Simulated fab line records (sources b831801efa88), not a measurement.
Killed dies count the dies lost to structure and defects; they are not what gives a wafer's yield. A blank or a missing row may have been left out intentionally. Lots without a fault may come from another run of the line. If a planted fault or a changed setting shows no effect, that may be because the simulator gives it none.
2 desks looking at one fault	flow gf180mcu	every desk sees just its own numbers, and what lay behind them comes last

FROM THE METROLOGY DESK
What the gauges read for every lot (on any tool): the sampled wafers with a number, averaged. If a lot's mean is further than 4 standard deviations from the usual mean, the lot is out of limits and carries the mark OUT (the distance appears in the brackets).
Columns: A = V5_CVD_00_THK at GF_V5_THK_MEAS_01, usual 299.7 nm
lot	first seen here	A
L146	day 26 14:58	299.5
L147	day 26 19:02	300.3
L148	day 27 07:39	297.9
L151	day 28 10:08	300.5
L152	day 28 18:26	301.8
L153	day 28 21:09	297.4
L155	day 29 16:38	303.7
L156	day 29 19:10	301.8
L157	day 30 03:46	301.3
L162	day 31 07:29	299.0
L163	day 31 12:11	297.8
L167	day 32 11:08	298.6
This desk found nothing out of limits on any of the 12 lots.

THE TOOL OWNER'S DESK: pvd_sputter-02
The tool's own readings at GF_M2_SPUTTER_00 (material Ti, target thk 37.5 nm, time 150 s): means of the sampled wafers that have a number, for each lot that ran on this tool. If a lot's mean is further than 4 standard deviations from the usual mean, the lot is out of limits and carries the mark OUT (the distance appears in the brackets).
Columns: A = throttle_valve_pct at GF_M2_SPUTTER_00, usual 30.0 %
lot	first seen here	A
L147	day 18 13:37	30.4
L151	day 20 16:28	30.4
L153	day 21 05:15	29.7
L155	day 22 00:11	29.5
L157	day 22 21:07	30.6
L162	day 24 05:22	29.8
L163	day 24 11:51	30.7
This desk found nothing out of limits on any of the 7 lots.

PUT TOGETHER
At the metrology desk, nothing out of limits was observed.
Nothing out of limits was seen by the tool owner's desk.

WHAT HAD BEEN PUT IN BY THE SIMULATOR
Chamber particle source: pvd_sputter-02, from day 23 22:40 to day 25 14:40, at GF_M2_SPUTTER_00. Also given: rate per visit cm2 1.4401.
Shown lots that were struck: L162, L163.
